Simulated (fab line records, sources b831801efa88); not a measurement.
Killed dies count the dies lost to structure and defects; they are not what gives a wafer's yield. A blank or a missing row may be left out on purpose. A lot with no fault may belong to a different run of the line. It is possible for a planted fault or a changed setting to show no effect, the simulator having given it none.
Which tool was responsible? | flow gf180mcu | 12 lots, 36 wafers sampled, at 1 step of a route of 602

WHAT THE GAUGES READ, wafer by wafer
GF_M2_CD_MEAS_14: target cd 280 nm.
lot  | measured     | on        | cd-nm (nm)
L075 | day 19 14:42 | cd-sem-02 | 279.4 279.1 279.2
L077 | day 20 08:15 | cd-sem-02 | 278.2 278.2 277.0
L079 | day 21 11:39 | cd-sem-02 | 281.4 280.5 281.4
L081 | day 22 07:49 | cd-sem-01 | 279.5 279.5 279.0
L083 | day 22 18:23 | cd-sem-01 | 283.2 281.6 283.2
L085 | day 23 14:15 | cd-sem-01 | 280.8 279.9 279.1
L087 | day 24 02:52 | cd-sem-02 | 277.9 279.6 278.5
L089 | day 25 04:14 | cd-sem-01 | 279.2 280.5 280.3
L091 | day 25 11:10 | cd-sem-01 | 280.4 281.1 280.4
L093 | day 26 01:56 | cd-sem-01 | 281.9 281.9 282.7
L095 | day 26 12:07 | cd-sem-02 | 281.1 281.2 280.4
L097 | day 27 00:31 | cd-sem-01 | 279.8 279.8 280.1

EACH LOT AND THE TOOL THAT RAN IT (in order: tool; ch and the chambers of the sampled wafers; start)
Before these readings, the record contains no process step.

THE ANSWER, worked out from the rows above alone
Rule: the usual values come from the lots themselves. The widest of any qualifying gaps counts: lots, ordered by their means at a reading, are off when they make up no more than a third of the lots, leave a main group of 4 or more, and stand apart from it by 3 or more times the standard deviation of that group's means. Not used: any main group whose means are identical at the precision the tables above print for the reading. A lot without any number at a reading at which 4 lots or more have one is off too. Any other lot the step has rows for is counted as sound.
No lot is off on any of the readings shown, so nothing can be concluded from this.

WHAT HAD BEEN PUT IN BY THE SIMULATOR
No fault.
